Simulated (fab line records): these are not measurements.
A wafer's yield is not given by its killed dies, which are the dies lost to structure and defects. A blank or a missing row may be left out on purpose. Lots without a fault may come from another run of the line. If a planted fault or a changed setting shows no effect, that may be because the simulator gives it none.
Which tool is to blame?    flow gf180mcu    11 lots, 33 wafers sampled, at 6 steps of a route of 602

== WHAT THE GAUGES READ, wafer by wafer ==
GF_V2_THK_MEAS_25: measures by xrf.
lot   measured      on             V2_W_THK (nm)
L433  day 21 22:19  film-metro-01  342 347 346
L435  day 22 23:08  film-metro-04  347 351 348
L439  day 24 01:16  film-metro-01  339 344 341
L440  day 24 04:53  film-metro-04  347 342 348
L445  day 25 21:40  film-metro-04  349 347 345
L446  day 26 11:06  film-metro-02  341 347 340
L447  day 26 17:13  film-metro-02  350 348 346
L448  day 26 17:16  film-metro-01  344 345 351
L449  day 27 12:21  film-metro-02  350 348 350
L450  day 27 13:58  film-metro-01  349 349 352
L451  day 27 16:10  film-metro-02  345 347 348

GF_V3_THK_MEAS_03.
lot   measured      on             V3_CVD_02_THK (nm)
L433  day 22 23:37  film-metro-04  830 862 848
L435  day 23 23:16  film-metro-01  836 836 864
L439  day 25 01:17  film-metro-01  842 863 848
L440  day 25 04:38  film-metro-03  848 862 866
L445  day 26 19:58  film-metro-04  770 843 785 771 843 785
L446  day 27 09:34  film-metro-01  840 838 779 840 838 779
L447  day 27 15:36  film-metro-04  767 822 767 766 822 767
L448  day 27 16:05  film-metro-03  843 849 837
L449  day 28 09:50  film-metro-03  860 850 849
L450  day 28 11:28  film-metro-01  862 862 860
L451  day 28 14:32  film-metro-01  853 859 850

GF_V3_BOW_MEAS_05.
lot   measured      on             V3_BOW (um)
L433  day 22 23:59  film-metro-04  119 116 120
L435  day 23 23:38  film-metro-03  119 119 118
L439  day 25 01:38  film-metro-04  111 115 125
L440  day 25 05:01  film-metro-03  97 115 106
L445  day 26 22:22  film-metro-04  119 102 102
L446  day 27 13:10  film-metro-03  123 126 111
L447  day 28 03:25  film-metro-03  106 121 105
L448  day 27 16:27  film-metro-01  119 111 108
L449  day 28 10:12  film-metro-03  125 114 111
L450  day 28 11:51  film-metro-03  127 114 125
L451  day 28 14:55  film-metro-04  107 114 126

== WHAT TOOL EACH LOT RAN ON (gives the tool, then ch and the chambers of the sampled wafers, and finally the start) ==
lot   GF_M3_SPUTTER_03              GF_V3_CVD_02                     GF_V3_CMP_04
L433  pvd-sputter-03, day 21 22:50  pecvd-01 ch 0,1,2, day 22 23:32  cmp-02 ch 0,1,3, day 22 23:46
L435  pvd-sputter-02, day 22 23:39  pecvd-01 ch 0,1,2, day 23 23:12  cmp-02 ch 0,1,3, day 23 23:20
L439  pvd-sputter-01, day 24 01:55  pecvd-02 ch 0,1,2, day 25 01:13  cmp-02 ch 1,2, day 25 01:20
L440  pvd-sputter-03, day 24 05:23  pecvd-03 ch 0,2, day 25 04:32    cmp-01 ch 1,2, day 25 04:40
L445  pvd-sputter-02, day 25 22:11  pecvd-01 ch 0,2, day 26 19:54    cmp-02 ch 0,2,3, day 26 22:04
L446  pvd-sputter-01, day 26 11:37  pecvd-01 ch 0,1,2, day 27 09:29  cmp-01 ch 1,2, day 27 12:52
L447  pvd-sputter-01, day 26 17:44  pecvd-01 ch 0,2, day 27 15:32    cmp-01 ch 0,1,2, day 28 03:10
L448  pvd-sputter-02, day 26 17:49  pecvd-03 ch 0,2, day 27 16:01    cmp-02 ch 1,2,3, day 27 16:15
L449  pvd-sputter-02, day 27 12:52  pecvd-02 ch 0,1,2, day 28 09:47  cmp-02 ch 0,1, day 28 09:54
L450  pvd-sputter-01, day 27 14:28  pecvd-03 ch 0,1, day 28 11:23    cmp-01 ch 0,1,3, day 28 11:31
L451  pvd-sputter-02, day 27 16:55  pecvd-03 ch 0,1,2, day 28 14:28  cmp-01 ch 0,1,2, day 28 14:43
- GF_M3_SPUTTER_03: material Ti, target thk 10 nm, time 6.7 s.
- GF_V3_CVD_02: deposits SiO2 from TEOS, target thk 850 nm, time 94.851 s.
- GF_V3_CMP_04: polishes SiO2.

== AS READ BY THE TOOLS THEMSELVES (means over the sampled wafers that have a number; for cases with no such wafer, the mark the record gives instead) ==
GF_M3_SPUTTER_03.
lot   tool            throttle-valve-pct (%)
L433  pvd-sputter-03  29.6
L435  pvd-sputter-02  30.5
L439  pvd-sputter-01  30.2
L440  pvd-sputter-03  30.0
L445  pvd-sputter-02  29.9
L446  pvd-sputter-01  30.0
L447  pvd-sputter-01  28.2
L448  pvd-sputter-02  30.6
L449  pvd-sputter-02  30.8
L450  pvd-sputter-01  29.4
L451  pvd-sputter-02  29.5

GF_V3_CVD_02.
lot   tool      heater-power-w (W)  run-length-s (s)
L433  pecvd-01  725                 123.6
L435  pecvd-01  683                 123.3
L439  pecvd-02  661                 123.4
L440  pecvd-03  760                 123.1
L445  pecvd-01  712                 118.5
L446  pecvd-01  669                 121.2
L447  pecvd-01  682                 118.7
L448  pecvd-03  770                 122.9
L449  pecvd-02  663                 123.0
L450  pecvd-03  629                 123.0
L451  pecvd-03  732                 122.8

GF_V3_CMP_04.
lot   tool    motor-current-A (A)  platen-rpm (rpm)  time-to-endpoint-s (s)
L433  cmp-02  12.0                 60.00             77
L435  cmp-02  12.0                 60.02             78
L439  cmp-02  11.5                 60.05             83
L440  cmp-01  11.1                 60.00             79
L445  cmp-02  10.8                 59.99             55
L446  cmp-01  10.7                 60.00             67
L447  cmp-01  11.1                 60.02             58
L448  cmp-02  11.7                 60.03             73
L449  cmp-02  12.7                 59.99             80
L450  cmp-01  12.3                 60.00             90
L451  cmp-01  11.2                 60.01             87

== THE ANSWER, worked out from the rows above alone ==
Rule: what is usual is taken from the lots themselves. Put in order of their means at a reading, lots are off if they are a third of the lots or fewer, leave a main group of 4 or more, and stand apart from it by a gap of 3 or more times the standard deviation of the main group's means; of several such gaps the widest counts. The tables above print the reading to a certain number of digits; a main group whose means all agree to those digits is not used. A lot without any number at a reading at which 4 lots or more have one is off too. The other lots that the step has rows for count as sound. First the gauges in route order, then the tools' own readings, where a lot's mean is used as printed above. At the first step where some lot is off, the reading lying furthest off is the one used; lots without a number count as furthest.
Off: at GF_V3_THK_MEAS_03 (V3_CVD_02_THK), L445, L446, L447. The main group: mean 852 nm, standard deviation 6.
A tool fits if, at a process step before that reading, it ran every lot that is off, and no sound lot after the first of them. Not tried: the gauges at GF_V3_THK_MEAS_03; whatever is off there is also off at GF_V3_CVD_02, on other tools, and gauge error can't account for it. One fits: GF_V3_CVD_02 on pecvd-01. A fault onset in the window from L435 (day 23 23:12, its last sound lot) to L445 (day 26 19:54, its first lot off) fits.
The tool's own readings at GF_V3_CVD_02 bear it out: on the lots that are off they differ by more than 5 times the standard deviation of the sound lots' means. run-length-s reads 119.5 s there against 123.1 s on the sound lots.

== WHAT THE SIMULATOR HAD INSERTED ==
pecvd-01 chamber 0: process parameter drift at GF_V3_CVD_02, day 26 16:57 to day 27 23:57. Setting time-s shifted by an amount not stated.
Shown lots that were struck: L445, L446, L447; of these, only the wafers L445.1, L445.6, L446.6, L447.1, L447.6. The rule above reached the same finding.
